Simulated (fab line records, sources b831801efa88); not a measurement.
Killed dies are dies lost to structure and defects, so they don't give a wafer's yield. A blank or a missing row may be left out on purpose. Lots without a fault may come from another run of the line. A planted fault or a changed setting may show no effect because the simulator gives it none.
A struck lot beside a sound one | flow sky130 | 15 steps out of a route of 708
Sound: wafers L479.1, L479.4, L479.6. Struck: wafers L489.2, L489.3, L489.5. The cause comes at the end.
At each step with rows: each side's tool, then ch and its chambers, then its first start. Under that, the readings that differ: sound wafers | struck wafers | difference of the means | sigmas: that difference in standard deviations of wafers without a fault.
alike: readings whose means differ by less than 2 such deviations, and words and numbers that are the same on both sides. not compared: withheld readings, readings that some wafer has no value for, bounds like >300 that may hide the same value, and numbers for which the record gives no deviation and whose values overlap.
The two part at a step that has a row with sigmas, a row that says differs or no value, or rows on one side only. Numbers that don't overlap but have no deviation are shown without sigmas and don't part them. A reading that every wafer of one side lacks parts them only if that side has two wafers or more.

SKY_METAL5_RS_MEAS_05: measures by four-point-probe.
  sound on film_metro-04, day 44 00:50; struck on film_metro-04, day 46 17:16
  alike: METAL5_ALCU_RS
SKY_METAL5_THK_MEAS_06: measures by xrf.
  sound on film_metro-04, day 44 00:58; struck on film_metro-04, day 46 17:22
  alike: METAL5_ALCU_THK
then, 7 steps without rows for these wafers: SKY_METAL5_DEHYDRATE_07 (time 60 s); SKY_METAL5_HMDS_08 (prime time 60 s); SKY_METAL5_COAT_09 (resist thk 1800 nm); SKY_METAL5_SOFTBAKE_10 (time 60 s); SKY_METAL5_EXPOSE_11 (exposes mask MM5, target cd 1600 nm); SKY_METAL5_PEB_12; SKY_METAL5_DEVELOP_13 (develop time 60 s).
SKY_METAL5_DESCUM_14: chemistry O2, time 11 s.
  sound on rie_metal-04 ch 1, day 44 23:07; struck on rie_metal-04 ch 0,1, day 47 12:34
  alike: drypump_motor_current_A, oes_product_au
  not compared: rf_hours_counter_h
SKY_METAL5_METAL_ETCH_15: etches the open film in Cl2/BCl3, stops on SiO2, target depth 1260 nm, time 252 s.
  sound on rie_metal-04 ch 1, day 44 23:09; struck on rie_metal-04 ch 0,1, day 47 12:36
  alike: bias_w, drypump_motor_current_A, oes_product_au, throttle_valve_pct
  not compared: rf_hours_counter_h
SKY_METAL5_STRIP_16: strips in O2/N2.
  sound on plasma_asher-01 ch 0,1, day 44 23:23; struck on plasma_asher-04 ch 0,1, day 47 12:50
  alike: chamber_pressure_mTorr, drypump_motor_current_A, n2_flow_sccm, o2_flow_sccm, oes_product_au, strip_time_to_endpoint_s
  not compared: rf_hours_counter_h
SKY_METAL5_STRIP_17: strips in post etch residue remover, time 1200 s.
  sound on wet_bench-02 ch 2, day 44 23:29; struck on wet_bench-02 ch 2, day 47 12:56
  no value came back on the struck wafers for bath_guard_temp_C (C), bath_heat_duty_pct (%); on the sound wafers bath_guard_temp_C (C) reads 72.4 71.8 72.3
then, 1 step without rows for these wafers: SKY_METAL5_CLEAN_18 (cleans in IPA, time 180 s).
SKY_PAD_OPEN_PROBE_99:
  sound on prober-01, day 46 18:37; struck on prober-02, day 49 05:23
  reading                               | sound               | struck               | difference | sigmas
  defect_limited_yield (%)              | 83.3 86.2 87.2      | 80.7 83.1 80.3       | -4.2       | -2
  killed_dies                           | 82 68 63            | 95 83 97             | +21        | +2
  killed_open                           | 46 37 30            | 56 45 55             | +14        | +2
  sort_n_pass                           | 410 424 429         | 397 409 395          | -21        | -2
  sort_yield_pct (%)                    | 83.3 86.2 87.2      | 80.7 83.1 80.3       | -4.2       | -2
  model.etest.met5_comb.leak_log10_a_um | -11.92 -11.91 -11.9 | -11.37 -11.55 -11.87 | +0.31      |
  alike: killed_at_M0_to_M3, killed_at_M4_up, killed_at_contacts, killed_at_front_end, killed_at_other, killed_short, sort_bin_3_pad_short, sort_bin_5_function, sort_bin_6_memory

WHERE THEY PART
First at SKY_METAL5_STRIP_17; last, within this record, at SKY_PAD_OPEN_PROBE_99.

WHY: what the simulator had put in
Skipped step whole: wet_bench-02, from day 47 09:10 on, at SKY_METAL5_STRIP_17. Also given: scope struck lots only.
